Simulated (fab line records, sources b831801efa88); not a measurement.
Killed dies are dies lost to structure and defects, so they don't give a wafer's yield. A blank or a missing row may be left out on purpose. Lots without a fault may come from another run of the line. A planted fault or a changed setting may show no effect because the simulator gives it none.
Chamber matching | flow sky130 | SKY_VIA4_CMP_02 on cmp-02: 4 sister chambers
The step polishes SiO2. 8 wafers are shown with their chamber, then 8 later ones without.

WAFERS WITH THEIR CHAMBER
wafer  | chamber | motor_current_A (A) | slurry_filter_dp_kPa (kPa)
L952.6 | 1       | 10.2                | 13.46
L954.1 | 3       | 13.8                | 13.39
L954.2 | 2       | 11.1                | 13.36
L954.3 | 0       | 13.2                | 13.35
L956.3 | 2       | 10.8                | 13.25
L956.5 | 0       | 13.0                | 13.38
L956.6 | 3       | 13.2                | 13.28
L958.1 | 1       | 10.4                | 13.53

WAFERS WITHOUT THEIR CHAMBER
wafer  | motor_current_A (A) | slurry_filter_dp_kPa (kPa)
L958.4 | 13.5                | 13.54
L958.5 | 10.7                | 13.23
L968.1 | 10.7                | 13.46
L968.2 | 13.9                | 13.51
L968.4 | 10.4                | 13.63
L971.2 | 9.8                 | 13.68
L971.4 | 13.5                | 13.48
L971.5 | 9.9                 | 13.49

WHICH CHAMBER EACH WENT THROUGH
wafer  | from the rows above     | in truth
L958.4 | can't be placed: 0 or 3 | 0
L958.5 | 2                       | 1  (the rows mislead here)
L968.1 | can't be placed: 1 or 2 | 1
L968.2 | can't be placed: 3 or 0 | 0
L968.4 | 1                       | 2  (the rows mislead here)
L971.2 | 1                       | 1
L971.4 | can't be placed: 3 or 0 | 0
L971.5 | 1                       | 1
Placed correctly: 2 of 8. Can't be placed from these rows: 4 (the true chamber is among the candidates in 4). Placed wrongly: 2.
How it was worked out, from the rows above alone: a wafer's distance from a chamber is the root of the sum, over the readings, of the square of ((its reading less the chamber's mean) divided by the reading's scatter). The wafer belongs to the nearest chamber; if the next one is less than 2 further off, it can't be placed. A chamber's mean is the mean of its shown wafers. The scatter: the root of (the sum of the squares of (reading less its chamber's mean) over the shown wafers, divided by (wafers less chambers)).
